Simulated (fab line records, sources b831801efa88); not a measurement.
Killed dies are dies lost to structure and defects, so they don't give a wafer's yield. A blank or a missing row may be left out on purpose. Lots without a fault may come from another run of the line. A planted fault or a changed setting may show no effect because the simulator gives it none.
Chamber matching | flow sky130 | SKY_VIA1_CMP_24 on cmp-01: 4 sister chambers
The step polishes, stops on SiO2, t overpolish 15 s, target thk 0 nm. 8 wafers are shown with their chamber, then 7 later ones without.

WAFERS WITH THEIR CHAMBER
wafer  | chamber | motor_current_A (A) | time_to_endpoint_s (s)
L414.3 | 0       | 11.4                | 69
L414.5 | 3       | 11.4                | 64
L415.3 | 3       | 11.3                | 69
L418.1 | 1       | 10.4                | 73
L418.2 | 0       | 11.0                | 73
L418.3 | 2       | 8.3                 | 67
L422.1 | 2       | 8.1                 | 61
L422.2 | 1       | 10.3                | 67

WAFERS WITHOUT THEIR CHAMBER
wafer  | motor_current_A (A) | time_to_endpoint_s (s)
L422.4 | 12.0                | 61
L424.2 | 11.6                | 65
L424.5 | 8.1                 | 65
L424.6 | 10.4                | 70
L429.2 | 8.6                 | 61
L429.4 | 10.2                | 69
L429.6 | 10.9                | 62

WHICH CHAMBER EACH WENT THROUGH
wafer  | from the rows above          | in truth
L422.4 | can't be placed: 3 or 0      | 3
L424.2 | can't be placed: 3 or 0      | 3
L424.5 | 2                            | 2
L424.6 | 1                            | 1
L429.2 | 2                            | 2
L429.4 | 1                            | 1
L429.6 | can't be placed: 3 or 0 or 1 | 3
Placed correctly: 4 of 7. Can't be placed from these rows: 3 (the true chamber is among the candidates in 3). Placed wrongly: 0.
How it was worked out, from the rows above alone: a wafer's distance from a chamber is the root of the sum, over the readings, of the square of ((its reading less the chamber's mean) divided by the reading's scatter). The wafer belongs to the nearest chamber; if the next one is less than 2 further off, it can't be placed. A chamber's mean is the mean of its shown wafers. The scatter: the root of (the sum of the squares of (reading less its chamber's mean) over the shown wafers, divided by (wafers less chambers)).
